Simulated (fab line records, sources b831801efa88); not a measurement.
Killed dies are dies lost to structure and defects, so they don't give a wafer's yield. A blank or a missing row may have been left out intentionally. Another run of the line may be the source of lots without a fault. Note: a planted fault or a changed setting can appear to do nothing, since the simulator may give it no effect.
fab line records	flow sky130
record: lots: 7	wafers: 19	lastDay: 50
route steps=708 shown FIELD_ISO@3 NWELL@32 DNWELL@35 PWDE@52
lots with no fault: from the same line, run without faults
startH: hours from the record's opening day to when the first of the lot's shown wafers began	waitH: hours elapsed since this lot's preceding step	" identical to the entry in the row above	L1.1+2: one row covering several wafers at once	- no value, or no start was given	* or withheld: withheld	< > ~ a bound
route shown NAME@n: NAME is a module with steps in the file, n the number in the route of the first one	usual: the fault-free wafers' mean and standard deviation	same: alike in all rows	chamber/n: place in a boat	sites: readings site by site	_std_site: the values' standard deviation	_edge_site: outer sites' mean less inner sites'	radiusMm: how far each site lies from the wafer's centre	mask NAME#n: copy n	behind: the tool/chamber that last shaped the wafer	hold: what put the lot on hold/how long, in hours/how the hold closed	device: whichever transistor did not switch (one of n, p or np)	end of line: the tests these same wafers got at the end of their route	for a step that has no rows: nothing shown but its recipe	killed: dies that structure and defects cost at the first sort, which is not the same as the wafer's yield	map: a wafer's dies, x killed, . not, _ none there
set.NAME: setting as actually run; set.NAME@STEP: the setting as run at that earlier step	model.NAME: the simulator's own value behind a step, which no gauge read
lots at some steps of the route; a table a step, a row a wafer
services: from which hour (startH, from the record's first day; less than 0 if before it) a tool's chamber was out of use, for how many hours, and why
== steps ==
step: SKY_FIELD_ISO_THK_MEAS_02
recipe: reads: SiO2_of_FIELD_ISO_OXIDATION_01
usual: FIELD_ISO_OXIDATION_00_THK: 12.15/0.19
lot.wafer	tool	chamber	startH	waitH	FIELD_ISO_OXIDATION_00_THK[nm]
L529.1	filmMetro-01	-	12.08	0.0	12.18
L529.4	"	-	"	"	12.17
L529.6	"	-	"	"	12.25
L531.4	filmMetro-03	-	22.18	0.0	11.93
L531.5	"	-	"	"	12.12
L531.6	"	-	"	"	12.06
L541.1	filmMetro-04	-	72.08	0.4	12.02
L541.2	"	-	"	"	12.00
L541.3	"	-	"	"	12.02
L542.2	filmMetro-03	-	76.64	0.0	12.15
L542.3	"	-	"	"	12.04
L542.5	"	-	"	"	12.00
L545.4	filmMetro-04	-	95.05	0.0	11.99
L545.5	"	-	"	"	12.19
L546.2	filmMetro-03	-	98.48	0.0	12.19
L546.5	"	-	"	"	12.01
L549.1	filmMetro-04	-	112.36	0.0	12.30
L549.2	"	-	"	"	12.02
L549.6	"	-	"	"	12.02
step: SKY_FIELD_ISO_CVD_03
recipe: material: Si3N4	precursor: DCS/NH3	targetThkNm: 165	tempC: 770	timeS: 2830	pressureMtorr: 250
step: SKY_FIELD_ISO_THK_MEAS_04
recipe: reads: Si3N4_of_FIELD_ISO_CVD_03
usual: FIELD_ISO_CVD_03_THK: 164.9/1.7
lot.wafer	tool	chamber	startH	waitH	FIELD_ISO_CVD_03_THK[nm]
L529.1	filmMetro-04	-	13.93	0.0	166.0
L529.4	"	-	"	"	165.0
L529.6	"	-	"	"	166.8
L531.4	filmMetro-03	-	24.02	0.0	166.8
L531.5	"	-	"	"	166.0
L531.6	"	-	"	"	167.1
L541.1	filmMetro-01	-	74.33	0.0	162.6
L541.2	"	-	"	"	161.3
L541.3	"	-	"	"	162.4
L542.2	filmMetro-04	-	78.49	0.0	165.7
L542.3	"	-	"	"	164.6
L542.5	"	-	"	"	164.5
L545.4	filmMetro-01	-	96.89	0.0	165.3
L545.5	"	-	"	"	166.9
L546.2	filmMetro-04	-	100.33	0.0	163.9
L546.5	"	-	"	"	163.5
L549.1	filmMetro-03	-	114.21	0.0	166.0
L549.2	"	-	"	"	164.4
L549.6	"	-	"	"	164.6
step: SKY_FIELD_ISO_DEHYDRATE_05
recipe: tempC: 200	timeS: 60
step: SKY_FIELD_ISO_HMDS_06
recipe: primeTimeS: 60	primeTempC: 120
step: SKY_FIELD_ISO_COAT_07
recipe: resist: BARC	tempC: withheld	timeS: withheld	spinRpm: 3000	resistThkNm: 60
step: SKY_FIELD_ISO_COAT_08
recipe: resist: KrF-thick	spinRpm: 3000	resistThkNm: 450
step: SKY_FIELD_ISO_SOFTBAKE_09
recipe: tempC: 100	timeS: 90	resist: KrF-thick
step: SKY_FIELD_ISO_EXPOSE_10
recipe: maskId: FOM	na: 0.68	sourceShape: annular	sigmaInner: 0.4	sigmaOuter: 0.8	targetCdNm: 150	doseMj: 28
step: SKY_FIELD_ISO_PEB_11
recipe: pebTempC: withheld	pebTimeS: withheld	resist: KrF-thick
step: SKY_FIELD_ISO_DEVELOP_12
recipe: developTimeS: 60	resist: KrF-thick	devTempC: 21
step: SKY_FIELD_ISO_CD_MEAS_13
recipe: targetCdNm: 150
usual: cdNm: 149.7/1.4
lot.wafer	tool	chamber	startH	waitH	cdNm
L529.1	cdSem-01	-	28.51	-	149.0
L529.4	"	-	"	"	150.7
L529.6	"	-	"	"	150.7
L531.4	cdSem-02	-	38.39	-	148.7
L531.5	"	-	"	"	148.6
L531.6	"	-	"	"	150.6
L541.1	cdSem-02	-	91.36	-	147.9
L541.2	"	-	"	"	149.0
L541.3	"	-	"	"	146.6
L542.2	cdSem-01	-	95.13	-	149.1
L542.3	"	-	"	"	149.1
L542.5	"	-	"	"	150.0
L545.4	cdSem-01	-	115.51	-	150.3
L545.5	"	-	"	"	151.5
L546.2	cdSem-02	-	118.78	-	150.4
L546.5	"	-	"	"	150.2
L549.1	cdSem-02	-	133.25	-	150.8
L549.2	"	-	"	"	151.5
L549.6	"	-	"	"	148.9
step: SKY_FIELD_ISO_ETCH_14
recipe: chemistry: N2/H2	target: BARC	ionEnergyEv: 200	sourceW: 500	biasW: 100	pressureMtorr: 30	n2FlowSccm: 100	h2FlowSccm: 200	stopOn: SiO2	timeS: 45.9	targetDepthA: 600
usual: drypumpMotorCurrentA: 6.0/0.35	h2FlowSccm: 200.0/0.51	n2FlowSccm: 99.94/0.27	oesProductAu: 0.854/0.0045	runLengthS: 74.2/0.43	throttleValvePct: 13.225/0.0092
lot.wafer	tool	chamber	startH	waitH	drypumpMotorCurrentA	h2FlowSccm	n2FlowSccm	oesProductAu	rfHoursCounterH	runLengthS	throttleValvePct	model.etch.depthNm	model.KrF-thick_of_FIELD_ISO_COAT_08.thkNm	model.FIELD_ISO.cdNm
L529.1	rieDiel-02	3	28.63	0.1	6.5	200.0	99.66	0.853	1	74.5	13.226	59.98	392.6	149.7
L529.4	"	1	"	"	6.0	199.2	99.84	0.853	79	74.4	13.225	59.9	392.8	151
L529.6	"	0	"	"	6.3	200.4	100.22	0.845	-	74.4	13.228	60.06	392.3	151.8
L531.4	rieDiel-01	3	38.45	0.0	6.4	200.1	100.23	0.854	159	74.0	13.220	60.09	392.4	149.1
L531.5	"	3	"	"	6.5	199.4	99.77	0.859	-	74.0	13.228	60.16	391.4	148.8
L531.6	"	0	"	"	5.8	199.9	99.99	0.861	-	75.3	13.234	60.35	390.9	150.5
L541.1	rieDiel-01	2	91.48	0.1	5.7	199.5	100.10	0.857	87	74.0	13.236	60.25	391.8	148.3
L541.2	"	3	"	"	6.4	200.4	99.61	0.997	160	46.7	13.235	31.98	418.2	153.9
L541.3	"	0	"	"	5.8	199.8	100.17	0.857	10	74.4	13.225	59.98	391	147.7
L542.2	rieDiel-04	2	95.23	0.1	5.4	200.4	100.67	0.859	120	73.7	13.227	59.8	392.4	149.7
L542.3	"	0	"	"	5.6	199.1	99.66	0.850	7	73.6	13.228	59.97	391.1	148.8
L542.5	"	0	"	"	5.7	199.4	100.19	0.856	-	74.0	13.228	60	391.2	149.3
L545.4	rieDiel-01	0	115.57	0.0	5.8	200.5	100.01	1.003	11	48.1	13.231	32.56	419	156.2
L545.5	"	3	"	"	6.4	200.1	99.97	0.853	-	73.7	13.218	60.29	395.8	150.8
L546.2	rieDiel-01	0	118.88	0.1	5.8	199.4	100.34	1.015	11	47.7	13.248	32.77	415.8	157.1
L546.5	"	2	"	"	5.6	199.9	100.02	0.858	-	74.8	13.238	59.62	389.7	150
L549.1	rieDiel-02	3	133.37	0.1	6.5	199.8	100.37	0.849	3	73.7	13.220	59.87	393.1	151.6
L549.2	"	0	"	"	6.3	200.0	100.45	0.856	5	74.2	13.231	59.94	392.2	152
L549.6	"	3	"	"	6.5	200.0	100.62	0.854	-	74.1	13.226	60.2	393.3	149.7
step: SKY_FIELD_ISO_ETCH_15
recipe: chemistry: CHF3/O2	targetDepthNm: 180	stopOn: Si	sourceW: 600	biasW: 200	pressureMtorr: 40	chf3FlowSccm: 50	O2_flow_sccm: 5	timeS: 72
usual: drypumpMotorCurrentA: 6.0/0.35	oesProductAu: 0.946/0.0072	runLengthS: 100.3/0.41	throttleValvePct: 8.844/0.0089
same: timeS: 72
lot.wafer	tool	chamber	startH	waitH	drypumpMotorCurrentA	oesProductAu	rfHoursCounterH	runLengthS	throttleValvePct	model.KrF-thick_of_FIELD_ISO_COAT_08.thkNm
L529.1	rieDiel-02	3	28.67	0.0	6.5	0.940	1	100.0	8.846	237.5
L529.4	"	1	"	"	6.1	0.949	79	100.1	8.836	234.9
L529.6	"	0	"	"	6.4	0.943	-	100.6	8.855	234
L531.4	rieDiel-01	3	38.49	0.0	6.4	0.946	159	99.5	8.848	237
L531.5	"	3	"	"	6.4	0.948	-	99.7	8.837	236.7
L531.6	"	0	"	"	5.8	0.955	-	100.6	8.840	233.9
L541.1	rieDiel-01	2	91.52	0.0	5.6	0.947	87	100.4	8.836	236.7
L541.2	"	3	"	"	6.4	0.377	160	99.7	8.661	264.1
L541.3	"	0	"	"	5.9	0.935	10	100.6	8.834	234.1
L542.2	rieDiel-04	2	95.27	0.0	5.4	0.944	120	100.0	8.845	237.2
L542.3	"	0	"	"	5.6	0.949	7	99.5	8.854	235.9
L542.5	"	0	"	"	5.6	0.947	-	99.9	8.845	236.7
L545.4	rieDiel-01	0	115.61	0.0	5.8	0.375	11	100.9	8.681	260.4
L545.5	"	3	"	"	6.4	0.950	-	99.6	8.852	241
L546.2	rieDiel-01	0	118.92	0.0	5.9	0.366	11	100.7	8.665	256.1
L546.5	"	2	"	"	5.6	0.937	-	100.3	8.834	234.1
L549.1	rieDiel-02	3	133.41	0.0	6.5	0.945	3	99.8	8.850	238.9
L549.2	"	0	"	"	6.4	0.939	5	100.3	8.845	234.6
L549.6	"	3	"	"	6.5	0.955	-	100.2	8.857	238.1
step: SKY_FIELD_ISO_STRIP_16
recipe: chemistry: O2/N2	powerW: 1400	pressureMtorr: 1500	platenTempC: withheld	o2FlowSccm: 3000	n2FlowSccm: 300	overashFraction: 0.5
usual: drypumpMotorCurrentA: 5.8/0.44	n2FlowSccm: 300.0/0.83	oesProductAu: 0.378/0.0046	stripTimeToEndpointS: 3.540/0.029
lot.wafer	tool	chamber	startH	waitH	drypumpMotorCurrentA	n2FlowSccm	oesProductAu	rfHoursCounterH	stripTimeToEndpointS
L529.1	plasmaAsher-01	1	28.73	0.0	6.3	300.5	0.381	22	3.552
L529.4	"	0	"	"	5.2	299.2	0.380	-	3.515
L529.6	"	1	"	"	6.3	300.5	0.371	-	3.517
L531.4	plasmaAsher-02	1	38.58	0.1	5.8	299.1	0.385	-	3.561
L531.5	"	1	"	"	5.8	298.0	0.380	-	3.539
L531.6	"	0	"	"	6.0	300.1	0.376	-	3.520
L541.1	plasmaAsher-02	0	91.58	0.0	6.0	301.4	0.381	41	3.565
L541.2	"	1	"	"	5.8	299.9	0.385	41	3.849
L541.3	"	0	"	"	6.0	300.4	0.382	-	3.505
L542.2	plasmaAsher-01	1	95.33	0.0	6.3	301.2	0.381	28	3.548
L542.3	"	1	"	"	6.3	301.1	0.381	-	3.541
L542.5	"	1	"	"	6.3	299.9	0.387	-	3.541
L545.4	plasmaAsher-02	1	115.70	0.1	5.8	300.6	0.380	-	3.818
L545.5	"	1	"	"	5.8	300.7	0.378	-	3.603
L546.2	plasmaAsher-02	0	118.98	0.0	6.0	298.7	0.392	44	3.763
L546.5	"	1	"	"	5.8	299.1	0.378	-	3.521
L549.1	plasmaAsher-02	0	133.47	0.0	6.0	300.2	0.380	45	3.573
L549.2	"	1	"	"	5.8	300.7	0.382	45	3.551
L549.6	"	0	"	"	6.0	299.2	0.383	-	3.574
step: SKY_FIELD_ISO_ETCH_17
recipe: targetDepthA: 3420	maskMaterial: Si3N4	chemistry: HBr/Cl2/O2	target: Si	taperDeg: 5	icpW: 600	biasW: 150	pressureMtorr: 15	HBr_flow_sccm: 150	Cl2_flow_sccm: 40	O2_flow_sccm: 6	timeS: 97.7
usual: drypumpMotorCurrentA: 5.8/0.43	oesProductAu: 0.995/0.0084	runLengthS: 125.8/0.34	throttleValvePct: 25.658/0.011
same: timeS: 97.7
lot.wafer	tool	chamber	startH	waitH	drypumpMotorCurrentA	oesProductAu	rfHoursCounterH	runLengthS	throttleValvePct	model.FIELD_ISO.cdNm
L529.1	rieSi-01	0	28.83	0.1	6.3	0.984	121	125.4	25.658	149.1
L529.4	"	3	"	"	5.9	0.983	155	126.2	25.687	151.5
L529.6	"	2	"	"	5.9	1.000	-	125.8	25.659	153.3
L531.4	rieSi-01	1	38.65	0.0	5.9	0.987	101	125.7	25.669	150.7
L531.5	"	2	"	"	5.9	0.992	-	125.5	25.647	150.9
L531.6	"	1	"	"	5.9	1.001	-	125.4	25.658	151.4
L541.1	rieSi-01	1	91.68	0.1	5.9	0.999	101	125.5	25.664	148.8
L541.2	"	0	"	"	6.4	0.982	122	125.4	25.673	154.1
L541.3	"	2	"	"	5.9	1.001	133	125.6	25.653	148.2
L542.2	rieSi-02	0	95.43	0.1	5.1	0.989	3	125.9	25.655	149.2
L542.3	"	3	"	"	6.3	1.004	2	125.9	25.638	147.2
L542.5	"	2	"	"	5.1	0.990	-	126.2	25.661	148.1
L545.4	rieSi-01	1	115.77	0.0	5.9	1.003	101	125.2	25.665	156.9
L545.5	"	2	"	"	5.9	0.999	-	125.7	25.645	151.3
L546.2	rieSi-02	3	119.08	0.1	6.3	1.004	2	126.2	25.645	157.1
L546.5	"	0	"	"	5.1	0.988	-	126.3	25.672	149.9
L549.1	rieSi-01	3	133.57	0.1	5.8	0.987	0	126.2	25.658	150.8
L549.2	"	1	"	"	5.8	0.991	102	125.3	25.672	152.7
L549.6	"	0	"	"	6.4	0.983	-	125.6	25.645	149.1
step: SKY_FIELD_ISO_WET_ETCH_18
recipe: chemistry: H3PO4	targetDepthNm: 25	tempC: 160	target: Si3N4	timeS: 286
step: SKY_FIELD_ISO_CLEAN_19
recipe: chemistry: SC1/SC2	mix: 1:4:20	tempC: 70	timeS: 150
step: SKY_FIELD_ISO_CLEAN_20
recipe: chemistry: dHF	timeS: 20	dilution: 100:1
step: SKY_FIELD_ISO_WET_ETCH_21
recipe: chemistry: dHF	dilution: 100:1	targetDepthNm: 20	dry: ipaMarangoni	target: SiO2	tempC: 25	timeS: 400
step: SKY_FIELD_ISO_OXIDATION_22
recipe: tempC: 950	ambient: O2	stabiliseS: 600	purgeS: 300	targetThkA: 100	oxTimeS: 623
step: SKY_FIELD_ISO_THK_MEAS_23
recipe: reads: SiO2_of_FIELD_ISO_OXIDATION_22
usual: FIELD_ISO_OXIDATION_01_THK: 10.16/0.2
lot.wafer	tool	chamber	startH	waitH	FIELD_ISO_OXIDATION_01_THK[nm]
L529.1	filmMetro-03	-	30.36	0.0	10.17
L529.4	"	-	"	"	10.22
L529.6	"	-	"	"	10.04
L531.4	filmMetro-03	-	40.19	0.0	9.97
L531.5	"	-	"	"	9.93
L531.6	"	-	"	"	10.10
L541.1	filmMetro-04	-	94.30	0.0	9.97
L541.2	"	-	"	"	10.03
L541.3	"	-	"	"	9.87
L542.2	filmMetro-01	-	99.09	0.0	10.32
L542.3	"	-	"	"	10.42
L542.5	"	-	"	"	10.48
L545.4	filmMetro-03	-	117.83	0.0	10.16
L545.5	"	-	"	"	10.39
L546.2	filmMetro-04	-	120.68	0.0	10.07
L546.5	"	-	"	"	10.18
L549.1	filmMetro-04	-	136.62	0.0	10.03
L549.2	"	-	"	"	9.97
L549.6	"	-	"	"	10.11
step: SKY_FIELD_ISO_CVD_24
recipe: material: SiO2	targetThkNm: 595	tempC: 650	sigmaOpenFrac: 0.3	timeS: 99.2	sih4FlowSccm: 60	pressureMtorr: 6
step: SKY_FIELD_ISO_THK_MEAS_25
recipe: reads: SiO2_of_FIELD_ISO_CVD_24
usual: FIELD_ISO_CVD_24_THK: 595/6.7
lot.wafer	tool	chamber	startH	waitH	FIELD_ISO_CVD_24_THK[nm]
L529.1	filmMetro-04	-	30.50	0.0	596
L529.4	"	-	"	"	597
L529.6	"	-	"	"	599
L531.4	filmMetro-01	-	40.32	0.0	591
L531.5	"	-	"	"	587
L531.6	"	-	"	"	601
L541.1	filmMetro-04	-	94.44	0.0	591
L541.2	"	-	"	"	603
L541.3	"	-	"	"	605
L542.2	filmMetro-04	-	99.22	0.0	595
L542.3	"	-	"	"	594
L542.5	"	-	"	"	593
L545.4	filmMetro-04	-	117.97	0.0	605
L545.5	"	-	"	"	603
L546.2	filmMetro-03	-	120.81	0.0	594
L546.5	"	-	"	"	598
L549.1	filmMetro-01	-	136.75	0.0	599
L549.2	"	-	"	"	599
L549.6	"	-	"	"	591
step: SKY_FIELD_ISO_ANNEAL_26
recipe: tempC: 1000	timeS: 1800	ambient: N2
step: SKY_FIELD_ISO_CMP_27
recipe: stopOn: Si3N4	tOverpolishS: 16	downForcePsi: 4	platenRpm: 60	targetThkNm: 457.8	padVelocityMS: 0.94248
usual: motorCurrentA: 12.4/1.2
lot.wafer	tool	chamber	startH	waitH	motorCurrentA
L529.4	cmp-02	0	32.06	0.0	11.2
L529.1	"	1	"	"	11.1
L529.6	"	0	"	"	11.6
L531.4	cmp-02	0	41.85	0.0	11.4
L531.5	"	0	"	"	11.3
L531.6	"	1	"	"	10.4
L541.1	cmp-02	2	97.91	0.0	12.5
L541.3	"	3	"	"	13.7
L541.2	"	0	"	"	11.5
L542.2	cmp-02	2	101.98	0.1	12.4
L542.3	"	3	"	"	13.9
L542.5	"	1	"	"	10.5
L545.4	cmp-02	2	119.50	0.0	12.7
L545.5	"	3	"	"	13.1
L546.2	cmp-02	2	123.56	0.0	12.7
L546.5	"	2	"	"	12.6
L549.1	cmp-01	3	141.07	0.1	13.9
L549.2	"	0	"	"	12.6
L549.6	"	3	"	"	14.2
step: SKY_FIELD_ISO_WET_ETCH_28
recipe: chemistry: dHF	targetDepthNm: 23.7	target: SiO2	dilution: 10:1	tempC: 25	timeS: 47
step: SKY_FIELD_ISO_WET_ETCH_29
recipe: chemistry: H3PO4	targetDepthNm: 160	target: Si3N4	tempC: 160	timeS: 1825
step: SKY_FIELD_ISO_WET_ETCH_30
recipe: chemistry: dHF	targetDepthNm: 25	target: SiO2	dilution: 10:1	tempC: 25	timeS: 50
step: SKY_NWELL_CLEAN_00
recipe: chemistry: SC1/SC2	mix: 1:4:20	tempC: 70	timeS: 150	dry: n2Spin
step: SKY_NWELL_OXIDATION_01
recipe: tempC: 900	ambient: O2	stabiliseS: 600	purgeS: 300	targetThkA: 100	oxTimeS: 1418
step: SKY_NWELL_THK_MEAS_02
recipe: reads: SiO2_of_NWELL_OXIDATION_01
usual: NWELL_OXIDATION_THK: 10.18/0.18
lot.wafer	tool	chamber	startH	waitH	NWELL_OXIDATION_THK[nm]
L529.1	filmMetro-02	-	34.41	0.0	10.27
L529.4	"	-	"	"	10.25
L529.6	"	-	"	"	10.19
L531.4	filmMetro-03	-	44.19	0.0	10.06
L531.5	"	-	"	"	10.18
L531.6	"	-	"	"	10.07
L541.1	filmMetro-04	-	101.40	0.0	10.18
L541.2	"	-	"	"	10.34
L541.3	"	-	"	"	10.09
L542.2	filmMetro-03	-	104.51	0.0	10.26
L542.3	"	-	"	"	10.30
L542.5	"	-	"	"	10.33
L545.4	filmMetro-02	-	122.09	0.0	10.26
L545.5	"	-	"	"	10.41
L546.2	filmMetro-03	-	126.12	0.0	10.02
L546.5	"	-	"	"	10.07
L549.1	filmMetro-02	-	143.93	0.0	9.81
L549.2	"	-	"	"	9.81
L549.6	"	-	"	"	9.74
step: SKY_DNWELL_DEHYDRATE_00
recipe: tempC: 200	timeS: 60
step: SKY_DNWELL_HMDS_01
recipe: primeTimeS: 60	primeTempC: 120
step: SKY_DNWELL_COAT_02
recipe: spinRpm: 2000	resistThkNm: 3000
step: SKY_DNWELL_SOFTBAKE_03
recipe: tempC: 110	timeS: withheld
step: SKY_DNWELL_EXPOSE_04
recipe: maskId: DNM	na: 0.57	targetCdNm: 3000	doseMj: 222
step: SKY_DNWELL_PEB_05
recipe: tempC: 115	timeS: withheld
step: SKY_DNWELL_DEVELOP_06
recipe: wallAngleDeg: 90	developer: TMAH	developTimeS: 60	devTempC: 23
step: SKY_DNWELL_IMPLANT_07
recipe: species: P	energyKev: withheld	doseCm2: withheld	tiltDeg: withheld
step: SKY_DNWELL_STRIP_08
recipe: chemistry: O2/N2	powerW: 1400	pressureMtorr: 1500	platenTempC: withheld	o2FlowSccm: 3000	n2FlowSccm: 300	overashFraction: 0.5
usual: drypumpMotorCurrentA: 5.5/0.6	n2FlowSccm: 300.0/0.89	oesProductAu: 0.723/0.0043	stripTimeToEndpointS: 36.91/0.1
lot.wafer	tool	chamber	startH	waitH	drypumpMotorCurrentA	n2FlowSccm	oesProductAu	rfHoursCounterH	stripTimeToEndpointS
L529.1	plasmaAsher-03	0	50.07	0.1	4.8	299.0	0.726	38	36.71
L529.4	"	1	"	"	5.8	300.4	0.715	-	36.78
L529.6	"	0	"	"	4.8	299.2	0.720	-	36.75
L531.4	plasmaAsher-03	0	60.14	0.1	4.8	299.1	0.725	-	37.05
L531.5	"	1	"	"	5.8	301.3	0.721	-	37.03
L531.6	"	0	"	"	4.8	297.8	0.714	-	36.99
L541.1	plasmaAsher-04	0	119.26	0.1	4.8	299.8	0.731	0	36.88
L541.2	"	1	"	"	6.2	299.4	0.722	0	36.93
L541.3	"	1	"	"	6.2	300.1	0.719	-	37.00
L542.2	plasmaAsher-03	1	122.84	0.1	5.8	301.0	0.721	46	37.05
L542.3	"	0	"	"	4.8	299.6	0.723	-	36.92
L542.5	"	0	"	"	4.8	299.9	0.726	-	36.92
L545.4	plasmaAsher-01	1	140.52	0.1	6.3	299.2	0.729	-	36.99
L545.5	"	1	"	"	6.3	298.9	0.713	-	36.94
L546.2	plasmaAsher-04	0	145.11	0.1	4.9	300.0	0.728	3	36.99
L546.5	"	0	"	"	4.9	299.2	0.722	-	37.00
L549.1	plasmaAsher-03	1	162.95	0.1	5.9	300.4	0.721	50	37.01
L549.2	"	0	"	"	4.8	300.3	0.733	50	36.94
L549.6	"	1	"	"	5.8	300.3	0.718	-	36.93
step: SKY_DNWELL_TW_MEAS_09
usual: DNWELL_TW: 1121/5.8
lot.wafer	tool	chamber	startH	waitH	DNWELL_TW
L529.1	filmMetro-02	-	50.17	0.1	1118
L529.4	"	-	"	"	1114
L529.6	"	-	"	"	1118
L531.4	filmMetro-04	-	60.24	0.1	1124
L531.5	"	-	"	"	1120
L531.6	"	-	"	"	1125
L541.1	filmMetro-03	-	119.36	0.1	1122
L541.2	"	-	"	"	1124
L541.3	"	-	"	"	1122
L542.2	filmMetro-04	-	122.95	0.1	1117
L542.3	"	-	"	"	1125
L542.5	"	-	"	"	1118
L545.4	filmMetro-04	-	140.62	0.1	1122
L545.5	"	-	"	"	1124
L546.2	filmMetro-04	-	145.22	0.1	1122
L546.5	"	-	"	"	1134
L549.1	filmMetro-04	-	163.05	0.1	1132
L549.2	"	-	"	"	1124
L549.6	"	-	"	"	1125
step: SKY_PWDE_OVL_MEAS_07
usual: PWDE_OVL: 0.8/1.5
lot.wafer	tool	chamber	startH	waitH	PWDE_OVL[nm]
L529.1	overlay-02	-	65.33	-	-2.0
L529.4	"	-	"	"	-1.8
L529.6	"	-	"	"	1.0
L531.4	overlay-01	-	76.24	-	0.8
L531.5	"	-	"	"	0.6
L531.6	"	-	"	"	0.7
L541.1	overlay-01	-	138.13	-	0.0
L541.2	"	-	"	"	-
L541.3	"	-	"	"	-0.4
L542.2	overlay-01	-	141.94	-	-1.4
L542.3	"	-	"	"	-1.4
L542.5	"	-	"	"	-0.5
L545.4	overlay-02	-	159.59	-	-
L545.5	"	-	"	"	0.2
L546.2	overlay-02	-	165.03	-	-
L546.5	"	-	"	"	-0.5
L549.1	overlay-02	-	183.93	-	2.5
L549.2	"	-	"	"	0.7
L549.6	"	-	"	"	-0.8
step: SKY_NWELL_OVL_MEAS_10
usual: NWELL_00_OVL: -1.1/1.5
lot.wafer	tool	chamber	startH	waitH	NWELL_00_OVL[nm]
L529.1	overlay-02	-	82.06	-	-1.9
L529.4	"	-	"	"	0.5
L529.6	"	-	"	"	-0.4
L531.4	overlay-01	-	93.03	-	-0.5
L531.5	"	-	"	"	-3.2
L531.6	"	-	"	"	-4.1
L541.1	overlay-01	-	157.01	-	1.1
L541.2	"	-	"	"	-
L541.3	"	-	"	"	0.0
L542.2	overlay-01	-	160.39	-	-1.6
L542.3	"	-	"	"	-2.0
L542.5	"	-	"	"	-2.7
L545.4	overlay-02	-	180.74	-	-
L545.5	"	-	"	"	1.3
L546.2	overlay-02	-	186.47	-	-
L546.5	"	-	"	"	-2.0
L549.1	overlay-01	-	205.24	-	-1.8
L549.2	"	-	"	"	-0.9
L549.6	"	-	"	"	-1.8
== services ==
tool	chamber	startH	hours	kind
rieDiel-04	-	9.93	0.1	repair
plasmaAsher-01	-	18.63	2.8	repair
rieDiel-04	1	21.51	18.3	repair
cmp-02	-	24.74	0.9	repair
plasmaAsher-01	-	40.36	2.8	repair
plasmaAsher-01	-	46.68	3.9	repair
cmp-01	-	48.62	2.6	repair
cmp-02	-	64.00	4.0	pm
rieDiel-04	2	85.05	5.5	repair
plasmaAsher-04	-	85.45	5.4	repair
plasmaAsher-01	-	98.83	3.3	repair
rieDiel-04	2	100.21	11.9	repair
plasmaAsher-04	-	108.75	9.0	pm
cmp-02	-	124.09	3.0	pm
rieDiel-04	-	124.58	0.5	repair
rieSi-01	-	126.72	5.7	repair
rieDiel-01	3	128.29	-	clean
rieDiel-01	3	128.29	12.1	scheduledDown
rieDiel-01	3	128.29	12.1	ventCycle
cmp-02	-	129.73	0.6	repair
rieDiel-04	1	131.29	4.0	repair
plasmaAsher-02	-	142.00	11.0	repair
plasmaAsher-04	-	147.76	0.4	repair
rieDiel-02	0	153.76	5.0	repair
== key ==
firstSign: step: SKY_FIELD_ISO_ETCH_14	reading: runLengthS	direction: down	sigmas: 63	usual: *	struck: *
effect: step: SKY_FIELD_ISO_ETCH_14	reading: oesProductAu	direction: up	sigmas: 33	usual: 0.854	struck: 1.005
effect: step: SKY_FIELD_ISO_ETCH_15	reading: oesProductAu	direction: down	sigmas: 80	usual: 0.946	struck: 0.373
effect: step: SKY_FIELD_ISO_STRIP_16	reading: stripTimeToEndpointS	direction: up	sigmas: 9.2	usual: *	struck: *
effect: step: SKY_PWDE_OVL_MEAS_07	reading: PWDE_OVL	direction: missing
effect: step: SKY_NWELL_OVL_MEAS_10	reading: NWELL_00_OVL	direction: missing
modelEffect: step: SKY_FIELD_ISO_ETCH_14	value: etch.depthNm	without: 60.03	struck: 32.44
modelEffect: step: SKY_FIELD_ISO_ETCH_15	value: KrF-thick_of_FIELD_ISO_COAT_08.thkNm	without: 234.6	struck: 260.2
modelEffect: step: SKY_FIELD_ISO_ETCH_17	value: FIELD_ISO.cdNm	without: 151.1	struck: 156.1
metAt SKY_FIELD_ISO_ETCH_14
struckWafers L541.2,L545.4,L546.2
sortLeftOut L541.2,L545.4,L546.2
testerLeftOut L541,L545,L546
onsetBetween 38.45 91.48
fault: kind: processParameterDrift	tool: rieDiel-01	chamber: -	onsetH: 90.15	steps: SKY_FIELD_ISO_ETCH_14	channel: timeS	offset: *	shape: step	endH: 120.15	scope: struckWafersOnly	actsIn: *	stated: *
testerLeftOut: of these lots the tester's yield and bins aren't shown, on N5 and GAA mostly nor the transistor test; their killed dies are dies lost to structure and defects alone, not to doping, threshold or leakage, so they don't give the yield
sortLeftOut: the simulated sort isn't trusted on such a fault, so these wafers' sort isn't shown, and their yield isn't known
